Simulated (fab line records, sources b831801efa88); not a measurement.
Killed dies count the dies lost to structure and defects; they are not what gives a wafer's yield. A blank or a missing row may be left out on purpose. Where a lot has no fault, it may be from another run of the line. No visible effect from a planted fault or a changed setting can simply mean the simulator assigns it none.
The tool behind it: which one?	flow gf180mcu	Sampling: 12 lots, 36 wafers, 2 of 602 route steps

== WHAT THE GAUGES SHOWED, per wafer ==
GF_PSD_CD_MEAS_07 targets a cd of 400 nm.
lot	measured	on	cd-nm (nm)
L075	day 14 11:50	cd-sem-02	398.6 398.8 398.1
L077	day 15 10:34	cd-sem-02	398.6 399.8 399.2
L079	day 15 21:52	cd-sem-02	401.9 400.3 400.6
L081	day 16 16:14	cd-sem-02	401.3 400.1 402.1
L083	day 17 10:29	cd-sem-02	399.7 400.9 399.6
L085	day 18 02:01	cd-sem-01	401.1 401.2 401.8
L087	day 18 16:46	cd-sem-01	399.3 399.0 400.3
L089	day 19 06:48	cd-sem-01	400.7 403.1 401.2
L091	day 20 05:34	cd-sem-01	399.8 399.4 399.9
L093	day 20 17:26	cd-sem-02	404.0 402.0 403.2
L095	day 21 13:20	cd-sem-01	398.4 399.1 400.4
L097	day 22 08:47	cd-sem-02	399.6 400.0 399.0

== TOOL THAT RAN EACH LOT (tool first, then ch and the chambers of the sampled wafers, then the start) ==
lot	GF_STI_CMP_25
L075	cmp-01 ch 0,1, day 2 09:00
L077	cmp-02 ch 0,1, day 2 20:14
L079	cmp-01 ch 0,1,3, day 3 05:11
L081	cmp-01 ch 0,2,3, day 3 15:17
L083	cmp-01 ch 0,3, day 4 01:39
L085	cmp-01 ch 1,2, day 4 13:34
L087	cmp-01 ch 1,3, day 4 21:58
L089	cmp-02 ch 0,1, day 5 08:48
L091	cmp-01 ch 0,1,2, day 5 20:18
L093	cmp-01 ch 0,1,3, day 6 04:38
L095	cmp-02 ch 0,2,3, day 6 15:11
L097	cmp-01 ch 1,2,3, day 7 02:44
- GF_STI_CMP_25: polishes, stops on Si3N4, t overpolish 33 s, target thk 524.6 nm.

== THE ANSWER, worked out from the rows above alone ==
Rule: the usual values come from the lots themselves. The widest of any qualifying gaps counts: lots, ordered by their means at a reading, are off when they make up no more than a third of the lots, leave a main group of 4 or more, and stand apart from it by 3 or more times the standard deviation of that group's means. A main group whose means are all the same, to the digits that the tables above print for the reading, isn't used. Also off: a lot with no number at a reading for which 4 or more lots have one. Where the step has rows for the other lots, those lots are counted as sound.
Nothing can be told from this: no lot is off at any reading shown.

== WHAT THE SIMULATOR HAD INSERTED ==
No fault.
